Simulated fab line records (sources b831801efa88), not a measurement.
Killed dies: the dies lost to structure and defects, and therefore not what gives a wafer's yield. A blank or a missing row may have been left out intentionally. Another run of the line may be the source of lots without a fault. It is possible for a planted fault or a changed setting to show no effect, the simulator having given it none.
fab line records ; flow sky130
record: lots: 12; wafers: 36; last_day: 50
route steps=708 shown FIELD_ISO@16 DNWELL@42 NWELL@67 PAD_OPEN@708
lots that met no fault: from a run of the same line without faults
start_h: hours from the record's opening day to when the first of the lot's shown wafers began ; wait_h: hours from the lot's prior step to this one ; " the same as in the row above ; L1.1+2: several wafers, shown together as one row ; - no value present, or no start provided ; * or withheld: withheld ; < > ~ a bound
route shown NAME@n: NAME is a module with steps in the file, n the number in the route of the first one ; usual: mean/standard deviation of fault-free wafers ; same: alike in all rows ; chamber/n: place in a boat ; sites: readings site by site ; _std_site: the standard deviation of these ; _edge_site: mean of outer sites minus mean of inner sites ; radius_mm: for every site, how far away it sits from the centre of the wafer ; mask NAME#n: copy n ; behind: the tool/chamber that last shaped the wafer ; hold: why the lot went on hold/how many hours it stayed there/how the hold came to an end ; device: whichever transistor did not switch (one of n, p or np) ; end of line: the same wafers' tests at the end of the route ; for a step that has no rows: nothing shown but its recipe ; killed: dies that structure and defects cost at the first sort, which is not the same as the wafer's yield ; map: the dies of a wafer, with x for killed, . for not killed, _ for no die there
set.NAME: the run value of the setting; set.NAME@STEP: its run value at that earlier step ; model.NAME: the simulator's own value behind a step, which no gauge read
steps of the route over a sample of lots; a table a step, a row a wafer
services: when a tool's chamber went out of use (start_h, in hours from the record's first day, below 0 if earlier), for how many hours, and the reason
== steps ==
step: SKY_FIELD_ISO_ETCH_15
recipe: chemistry: CHF3/O2; target_depth_nm: 180; stop_on: Si; source_w: 600; bias_w: 200; pressure_mtorr: 40; chf3_flow_sccm: 50; O2_flow_sccm: 5; time_s: 72
usual: drypump_motor_current_A: 5.8/0.52; oes_product_au: 0.947/0.0066; throttle_valve_pct: 8.845/0.0089
lot.wafer;tool;chamber;start_h;wait_h;drypump_motor_current_A;oes_product_au;rf_hours_counter_h;throttle_valve_pct
L624.1;rie_diel-02;0;32.29;0.0;6.2;0.949;145;8.862
L624.3;rie_diel-02;3;32.29;0.0;6.0;0.949;100;8.840
L624.4;rie_diel-02;1;32.29;0.0;5.5;0.944;37;8.848
L625.1;rie_diel-01;2;38.73;0.0;5.9;0.954;124;8.851
L625.4;rie_diel-01;1;38.73;0.0;5.5;0.942;75;8.843
L625.6;rie_diel-01;2;38.73;0.0;5.9;0.949;-;8.838
L626.1;rie_diel-01;2;41.50;0.0;5.9;0.946;124;8.833
L626.2;rie_diel-01;1;41.50;0.0;5.5;0.947;75;8.843
L626.4;rie_diel-01;0;41.50;0.0;6.7;0.948;37;8.837
L629.3;rie_diel-04;3;56.08;0.0;4.7;0.950;11;8.835
L629.5;rie_diel-04;2;56.08;0.0;6.2;0.954;-;8.861
L629.6;rie_diel-04;1;56.08;0.0;4.9;0.943;-;8.828
L630.2;rie_diel-04;2;59.74;0.0;6.1;0.945;138;8.866
L630.4;rie_diel-04;3;59.74;0.0;4.8;0.934;11;8.829
L630.5;rie_diel-04;1;59.74;0.0;4.9;0.934;-;8.839
L635.1;rie_diel-01;2;87.70;0.0;5.9;0.945;125;8.842
L635.4;rie_diel-01;1;87.70;0.0;5.5;0.949;76;8.861
L635.5;rie_diel-01;0;87.70;0.0;6.7;0.956;-;8.840
L636.1;rie_diel-02;3;93.05;0.0;6.0;0.945;102;8.851
L636.4;rie_diel-02;0;93.05;0.0;6.1;0.942;146;8.852
L636.5;rie_diel-02;0;93.05;0.0;6.2;0.933;-;8.834
L638.3;rie_diel-01;3;102.45;0.0;5.6;0.945;130;8.849
L638.4;rie_diel-01;0;102.45;0.0;6.7;0.942;38;8.856
L638.5;rie_diel-01;1;102.45;0.0;5.5;0.950;-;8.843
L641.1;rie_diel-02;0;120.03;0.0;6.2;0.944;146;8.830
L641.3;rie_diel-02;1;120.03;0.0;5.5;0.939;39;8.838
L641.6;rie_diel-02;0;120.03;0.0;6.1;0.934;-;8.841
L642.1;rie_diel-04;3;124.14;0.0;4.7;0.944;13;8.838
L642.5;rie_diel-04;2;124.14;0.0;6.2;0.952;-;8.847
L642.6;rie_diel-04;0;124.14;0.0;5.7;0.940;-;8.857
L643.2;rie_diel-01;1;127.34;0.0;5.5;0.947;77;8.847
L643.3;rie_diel-01;2;127.34;0.0;5.9;0.947;126;8.840
L643.4;rie_diel-01;0;127.34;0.0;6.7;0.950;-;8.866
L644.2;rie_diel-04;2;134.03;0.0;6.2;0.947;139;8.847
L644.3;rie_diel-04;0;134.03;0.0;5.7;0.947;1;8.846
L644.4;rie_diel-04;3;134.03;0.0;4.8;0.950;13;8.847
step: SKY_FIELD_ISO_STRIP_16
recipe: chemistry: O2/N2; power_w: 1400; pressure_mtorr: 1500; platen_temp_c: withheld; o2_flow_sccm: 3000; n2_flow_sccm: 300; overash_fraction: 0.5
usual: drypump_motor_current_A: 6.0/0.39; oes_product_au: 0.379/0.0047; strip_time_to_endpoint_s: 3.57/0.042
lot.wafer;tool;chamber;start_h;wait_h;drypump_motor_current_A;oes_product_au;rf_hours_counter_h;strip_time_to_endpoint_s
L624.1;plasma_asher-01;1;32.35;0.0;6.3;0.377;23;3.59
L624.3;plasma_asher-01;0;32.35;0.0;5.3;0.368;-;3.50
L624.4;plasma_asher-01;1;32.35;0.0;6.4;0.375;-;3.60
L625.1;plasma_asher-01;1;38.79;0.0;6.3;0.378;23;3.59
L625.4;plasma_asher-01;1;38.79;0.0;6.4;0.371;-;3.52
L625.6;plasma_asher-01;0;38.79;0.0;5.3;0.382;-;3.61
L626.1;plasma_asher-04;0;41.55;0.0;6.4;0.383;40;3.60
L626.2;plasma_asher-04;1;41.55;0.0;6.0;0.387;40;3.56
L626.4;plasma_asher-04;1;41.55;0.0;6.0;0.374;-;3.54
L629.3;plasma_asher-01;1;56.17;0.1;6.3;0.386;-;3.60
L629.5;plasma_asher-01;0;56.17;0.1;5.2;0.376;-;3.54
L629.6;plasma_asher-01;1;56.17;0.1;6.4;0.379;-;3.56
L630.2;plasma_asher-04;1;59.80;0.0;6.1;0.377;42;3.57
L630.4;plasma_asher-04;1;59.80;0.0;6.0;0.377;-;3.61
L630.5;plasma_asher-04;0;59.80;0.0;6.4;0.383;-;3.57
L635.1;plasma_asher-01;1;87.75;0.0;6.3;0.385;28;3.66
L635.4;plasma_asher-01;0;87.75;0.0;5.3;0.391;-;3.54
L635.5;plasma_asher-01;0;87.75;0.0;5.2;0.380;-;3.56
L636.1;plasma_asher-03;0;93.10;0.0;6.1;0.373;28;3.50
L636.4;plasma_asher-03;0;93.10;0.0;6.0;0.378;-;3.60
L636.5;plasma_asher-03;0;93.10;0.0;6.1;0.380;-;3.60
L638.3;plasma_asher-04;0;102.54;0.1;6.3;0.384;-;3.63
L638.4;plasma_asher-04;1;102.54;0.1;6.0;0.381;-;3.54
L638.5;plasma_asher-04;1;102.54;0.1;6.0;0.375;-;3.52
L641.1;plasma_asher-03;0;120.09;0.0;6.1;0.382;31;3.63
L641.3;plasma_asher-03;1;120.09;0.0;6.1;0.380;-;3.62
L641.6;plasma_asher-03;0;120.09;0.0;6.1;0.378;-;3.61
L642.1;plasma_asher-04;0;124.20;0.0;6.4;0.384;48;3.60
L642.5;plasma_asher-04;0;124.20;0.0;6.3;0.378;-;3.54
L642.6;plasma_asher-04;1;124.20;0.0;6.0;0.382;-;3.60
L643.2;plasma_asher-04;0;127.40;0.0;6.4;0.377;48;3.58
L643.3;plasma_asher-04;0;127.40;0.0;6.4;0.381;-;3.63
L643.4;plasma_asher-04;1;127.40;0.0;6.0;0.383;-;3.55
L644.2;plasma_asher-03;0;134.09;0.0;6.0;0.374;32;3.56
L644.3;plasma_asher-03;1;134.09;0.0;6.1;0.385;-;3.61
L644.4;plasma_asher-03;0;134.09;0.0;6.1;0.382;-;3.57
step: SKY_DNWELL_IMPLANT_07
recipe: species: P; energy_kev: withheld; dose_cm2: withheld; tilt_deg: withheld
lot.wafer;tool;chamber;start_h;wait_h
L624.1+3+4;implanter-02;0;54.97;-
L625.1+4+6;implanter-02;0;60.81;-
L626.1+2+4;implanter-02;0;65.06;-
L629.3+5+6;implanter-02;0;81.46;-
L630.2+4+5;implanter-01;0;86.56;-
L635.1+4+5;implanter-04;0;114.99;-
L636.1+4+5;implanter-01;0;119.89;-
L638.3+4+5;implanter-04;0;130.74;-
L641.1+3+6;implanter-01;0;147.96;-
L642.1+5+6;implanter-01;0;152.11;-
L643.2+3+4;implanter-02;0;154.71;-
L644.2+3+4;implanter-02;0;162.10;-
step: SKY_DNWELL_TW_MEAS_09
usual: DNWELL_TW: 1105/13
lot.wafer;tool;chamber;start_h;wait_h;hold;DNWELL_TW
L624.1;film_metro-02;-;55.22;0.1;-;1105
L624.3;film_metro-02;-;55.22;0.1;-;1107
L624.4;film_metro-02;-;55.22;0.1;-;1111
L625.1;film_metro-01;-;61.06;0.1;-;1088
L625.4;film_metro-01;-;61.06;0.1;-;1093
L625.6;film_metro-01;-;61.06;0.1;-;1091
L626.1;film_metro-03;-;65.31;0.1;-;1110
L626.2;film_metro-03;-;65.31;0.1;-;1114
L626.4;film_metro-03;-;65.31;0.1;-;1115
L629.3;film_metro-03;-;81.68;0.1;-;1123
L629.5;film_metro-03;-;81.68;0.1;-;1127
L629.6;film_metro-03;-;81.68;0.1;-;1130
L630.2;film_metro-02;-;86.80;0.1;-;1106
L630.4;film_metro-02;-;86.80;0.1;-;1105
L630.5;film_metro-02;-;86.80;0.1;-;1110
L635.1;film_metro-03;-;115.24;0.1;-;1129
L635.4;film_metro-03;-;115.24;0.1;-;1126
L635.5;film_metro-03;-;115.24;0.1;-;1120
L636.1;film_metro-02;-;120.14;0.1;-;1112
L636.4;film_metro-02;-;120.14;0.1;-;1107
L636.5;film_metro-02;-;120.14;0.1;-;1108
L638.3;film_metro-02;-;130.96;0.1;-;1103
L638.4;film_metro-02;-;130.96;0.1;-;1100
L638.5;film_metro-02;-;130.96;0.1;-;1102
L641.1;film_metro-02;-;148.21;0.1;await_dispo/0.2h/release;1166
L641.3;film_metro-02;-;148.21;0.1;await_dispo/0.2h/release;1163
L641.6;film_metro-02;-;148.21;0.1;await_dispo/0.2h/release;1163
L641.1;film_metro-02;-;148.44;0.2;-;1166
L641.3;film_metro-02;-;148.44;0.2;-;1168
L641.6;film_metro-02;-;148.44;0.2;-;1161
L642.1;film_metro-03;-;152.36;0.1;await_dispo/0.2h/release;1175
L642.5;film_metro-03;-;152.36;0.1;await_dispo/0.2h/release;1173
L642.6;film_metro-03;-;152.36;0.1;await_dispo/0.2h/release;1172
L642.1;film_metro-03;-;152.59;0.2;-;1175
L642.5;film_metro-03;-;152.59;0.2;-;1175
L642.6;film_metro-03;-;152.59;0.2;-;1176
L643.2;film_metro-02;-;154.95;0.1;-;1101
L643.3;film_metro-02;-;154.95;0.1;-;1107
L643.4;film_metro-02;-;154.95;0.1;-;1105
L644.2;film_metro-02;-;162.33;0.1;-;1115
L644.3;film_metro-02;-;162.33;0.1;-;1103
L644.4;film_metro-02;-;162.33;0.1;-;1109
step: SKY_NWELL_STRIP_14
recipe: chemistry: O2/N2; power_w: 1400; pressure_mtorr: 1500; platen_temp_c: withheld; o2_flow_sccm: 3000; n2_flow_sccm: 300; overash_fraction: 0.5
usual: drypump_motor_current_A: 5.6/0.51; oes_product_au: 0.723/0.0045; strip_time_to_endpoint_s: 36.88/0.11
lot.wafer;tool;chamber;start_h;wait_h;drypump_motor_current_A;oes_product_au;rf_hours_counter_h;strip_time_to_endpoint_s
L624.1;plasma_asher-02;0;90.71;0.1;5.2;0.727;43;37.04
L624.3;plasma_asher-02;1;90.71;0.1;5.2;0.721;-;36.87
L624.4;plasma_asher-02;0;90.71;0.1;5.2;0.715;-;36.97
L625.1;plasma_asher-02;0;97.36;0.1;5.2;0.730;43;36.92
L625.4;plasma_asher-02;0;97.36;0.1;5.2;0.726;-;37.03
L625.6;plasma_asher-02;0;97.36;0.1;5.2;0.722;-;36.93
L626.1;plasma_asher-04;0;101.01;0.1;6.4;0.718;46;36.99
L626.2;plasma_asher-04;1;101.01;0.1;6.0;0.722;46;36.97
L626.4;plasma_asher-04;1;101.01;0.1;6.0;0.724;-;36.98
L629.3;plasma_asher-01;0;117.78;0.1;5.3;0.714;-;37.07
L629.5;plasma_asher-01;0;117.78;0.1;5.3;0.732;-;36.92
L629.6;plasma_asher-01;1;117.78;0.1;6.4;0.718;-;36.85
L630.2;plasma_asher-02;0;124.11;0.1;5.2;0.719;1;36.79
L630.4;plasma_asher-02;1;124.11;0.1;5.2;0.724;-;36.91
L630.5;plasma_asher-02;1;124.11;0.1;5.2;0.719;-;36.87
L635.1;plasma_asher-01;1;155.05;0.1;6.4;0.727;34;36.95
L635.4;plasma_asher-01;0;155.05;0.1;5.3;0.725;-;36.94
L635.5;plasma_asher-01;1;155.05;0.1;6.3;0.723;-;36.96
L636.1;plasma_asher-01;0;160.87;0.1;5.3;0.722;34;36.78
L636.4;plasma_asher-01;1;160.87;0.1;6.3;0.725;-;36.76
L636.5;plasma_asher-01;0;160.87;0.1;5.3;0.715;-;36.82
L638.3;plasma_asher-02;1;173.29;0.1;5.2;0.721;-;36.69
L638.4;plasma_asher-02;0;173.29;0.1;5.2;0.720;-;36.71
L638.5;plasma_asher-02;0;173.29;0.1;5.2;0.716;-;36.78
L641.1;plasma_asher-04;1;191.05;0.1;6.0;0.717;54;36.83
L641.3;plasma_asher-04;0;191.05;0.1;6.4;0.728;-;36.79
L641.6;plasma_asher-04;1;191.05;0.1;6.0;0.725;-;36.79
L642.1;plasma_asher-02;0;196.40;0.1;5.3;0.724;9;36.71
L642.5;plasma_asher-02;0;196.40;0.1;5.2;0.718;-;36.86
L642.6;plasma_asher-02;1;196.40;0.1;5.2;0.734;-;36.81
L643.2;plasma_asher-01;0;198.42;0.1;5.2;0.723;37;36.77
L643.3;plasma_asher-01;0;198.42;0.1;5.2;0.719;-;36.72
L643.4;plasma_asher-01;1;198.42;0.1;6.4;0.727;-;36.85
L644.2;plasma_asher-02;1;206.50;0.1;5.2;0.728;10;37.01
L644.3;plasma_asher-02;1;206.50;0.1;5.2;0.718;-;36.94
L644.4;plasma_asher-02;0;206.50;0.1;5.2;0.727;-;36.97
step: SKY_PAD_OPEN_PROBE_99
usual: killed_at_M0_to_M3: 43/6.8; killed_at_M4_up: 3.2/2; killed_at_contacts: 24/5.3; killed_at_front_end: 16/4.4; killed_at_other: 0.3/0.54; killed_dies: 86/9.4; killed_open: 48/6.6; killed_short: 38/6.5
same: gross_dies: 492; killed_at_back_side: 0
lot.wafer;tool;chamber;start_h;wait_h;killed_at_M0_to_M3;killed_at_M4_up;killed_at_contacts;killed_at_front_end;killed_at_other;killed_dies;killed_open;killed_short
L643.2;prober-01;-;1194.42;0.1;24;5;28;14;0;71;36;35
L643.3;prober-01;-;1194.47;0.2;51;4;35;21;0;111;60;51
L643.4;prober-01;-;1194.52;0.2;51;1;19;12;1;84;50;33
killed by level:class
L643.2 CONTACT:geometric_particle:open=11 LI_CONTACT:geometric_particle:open=7 VIA1:geometric_particle:short=6 LOCAL_INTERCONNECT:geometric_particle:short=5 FIELD_ISO:geometric_particle:short=4 POLY_GATE:geometric_particle:open=4 CONTACT:geometric_particle:short=4 VIA1:geometric_particle:open=4
L643.3 CONTACT:geometric_particle:open=13 VIA1:geometric_particle:open=13 CONTACT:geometric_particle:short=9 LI_CONTACT:geometric_particle:open=8 FIELD_ISO:geometric_particle:short=7 VIA2:geometric_particle:open=7 METAL1:geometric_particle:short=6 VIA2:geometric_particle:short=5
L643.4 VIA1:geometric_particle:open=15 VIA2:geometric_particle:open=10 CONTACT:geometric_particle:open=7 POLY_GATE:geometric_particle:open=5 VIA1:geometric_particle:short=5 METAL1:geometric_particle:short=4 METAL2:geometric_particle:short=4 VIA3:geometric_particle:open=4
== services ==
tool;chamber;start_h;hours;kind
plasma_asher-03;-;37.64;2.8;pm
implanter-01;-;50.24;1.8;repair
rie_diel-01;3;57.62;8.1;repair
rie_diel-04;0;59.92;-;clean
rie_diel-04;0;59.92;20.3;scheduled_down
rie_diel-01;1;71.40;4.8;repair
rie_diel-04;2;96.21;9.9;repair
rie_diel-04;3;97.28;7.6;repair
rie_diel-01;3;102.64;91.0;repair
plasma_asher-02;-;108.75;9.0;pm
plasma_asher-02;0;108.75;9.0;vent_cycle
plasma_asher-02;1;108.75;9.0;vent_cycle
plasma_asher-02;0;117.75;-;clean
plasma_asher-02;1;117.75;-;clean
plasma_asher-01;-;118.82;14.6;pm
implanter-02;-;118.86;3.6;pm
plasma_asher-04;-;136.42;14.6;pm
implanter-04;-;141.93;6.1;repair
implanter-02;-;163.80;0.9;repair
rie_diel-04;-;177.32;14.6;pm
plasma_asher-04;-;182.04;1.4;repair
rie_diel-02;0;186.50;52.2;repair
plasma_asher-01;-;188.25;7.5;repair
plasma_asher-04;-;193.02;4.3;repair
== key ==
first_sign: step: SKY_DNWELL_TW_MEAS_09; reading: visit; direction: added
effect: step: SKY_DNWELL_TW_MEAS_09; reading: DNWELL_TW; direction: up; sigmas: 4.7; usual: 1105; struck: 1169
met_at SKY_DNWELL_IMPLANT_07
struck_lots L641,L642
rows_end L642.1,L642.5,L642.6
tester_left_out L641
not_acting_at SKY_FIELD_ISO_ETCH_15,SKY_FIELD_ISO_STRIP_16,SKY_NWELL_STRIP_14
onset_between 119.89 147.96
fault: kind: process_parameter_drift; tool: implanter-01; chamber: -; onset_h: 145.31; steps: SKY_DNWELL_IMPLANT_07; channel: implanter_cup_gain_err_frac; offset: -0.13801; shape: step; end_h: 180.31
tester_left_out: of these lots the tester's yield and bins aren't shown, on N5 and GAA mostly nor the transistor test; their killed dies are dies lost to structure and defects alone, not to doping, threshold or leakage, so they don't give the yield
rows_end: these wafers met a further fault down the route, and their rows from its step on are left out
